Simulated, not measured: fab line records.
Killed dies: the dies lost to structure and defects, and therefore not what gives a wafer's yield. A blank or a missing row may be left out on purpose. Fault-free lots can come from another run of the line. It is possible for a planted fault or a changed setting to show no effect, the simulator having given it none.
Chamber matching / flow gf180mcu / cmp-01 running GF_V3_CMP_26: 4 sister chambers
The step polishes, stops on SiO2, t overpolish 15 s, target thk 0 nm. 8 wafers are shown with their chamber, then 9 later ones without.

== EACH WAFER AND ITS CHAMBER ==
wafer=L291.5; chamber=1; motor current A (A)=10.1; time to endpoint s (s)=79
wafer=L292.3; chamber=2; motor current A (A)=11.9; time to endpoint s (s)=88
wafer=L296.2; chamber=2; motor current A (A)=11.7; time to endpoint s (s)=87
wafer=L296.5; chamber=0; motor current A (A)=10.8; time to endpoint s (s)=86
wafer=L296.6; chamber=1; motor current A (A)=9.8; time to endpoint s (s)=86
wafer=L298.4; chamber=3; motor current A (A)=12.4; time to endpoint s (s)=81
wafer=L298.5; chamber=0; motor current A (A)=11.0; time to endpoint s (s)=82
wafer=L298.6; chamber=3; motor current A (A)=12.2; time to endpoint s (s)=80

== WAFERS WHOSE CHAMBER IS MISSING ==
wafer=L305.2; motor current A (A)=12.5; time to endpoint s (s)=90
wafer=L305.4; motor current A (A)=10.8; time to endpoint s (s)=89
wafer=L305.6; motor current A (A)=10.6; time to endpoint s (s)=87
wafer=L306.1; motor current A (A)=12.1; time to endpoint s (s)=88
wafer=L306.3; motor current A (A)=10.3; time to endpoint s (s)=81
wafer=L306.4; motor current A (A)=10.9; time to endpoint s (s)=87
wafer=L308.2; motor current A (A)=10.0; time to endpoint s (s)=82
wafer=L308.3; motor current A (A)=12.1; time to endpoint s (s)=88
wafer=L308.5; motor current A (A)=11.9; time to endpoint s (s)=85

== WHICH CHAMBER EACH WENT THROUGH ==
wafer=L305.2; from the rows above=can't be placed: 3 or 2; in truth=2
wafer=L305.4; from the rows above=0; in truth=0
wafer=L305.6; from the rows above=0; in truth=0
wafer=L306.1; from the rows above=can't be placed: 2 or 3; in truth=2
wafer=L306.3; from the rows above=can't be placed: 1 or 0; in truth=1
wafer=L306.4; from the rows above=0; in truth=0
wafer=L308.2; from the rows above=1; in truth=1
wafer=L308.3; from the rows above=can't be placed: 2 or 3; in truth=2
wafer=L308.5; from the rows above=can't be placed: 2 or 3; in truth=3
Correct placement for 4 of the 9. From these rows, 5 cannot be placed; in 5 the true chamber is one of the candidates. Number placed wrongly: 0.
How it was worked out, from the rows above alone: a wafer's distance from a chamber is the root of the sum, over the readings, of the square of ((its reading less the chamber's mean) divided by the reading's scatter). The wafer belongs to the nearest chamber; if the next one is less than 2 further off, it can't be placed. A chamber's mean is the mean of its shown wafers. The scatter: take each reading less its chamber's mean, square it, sum over the shown wafers, divide by the number of wafers less the number of chambers, and take the root.
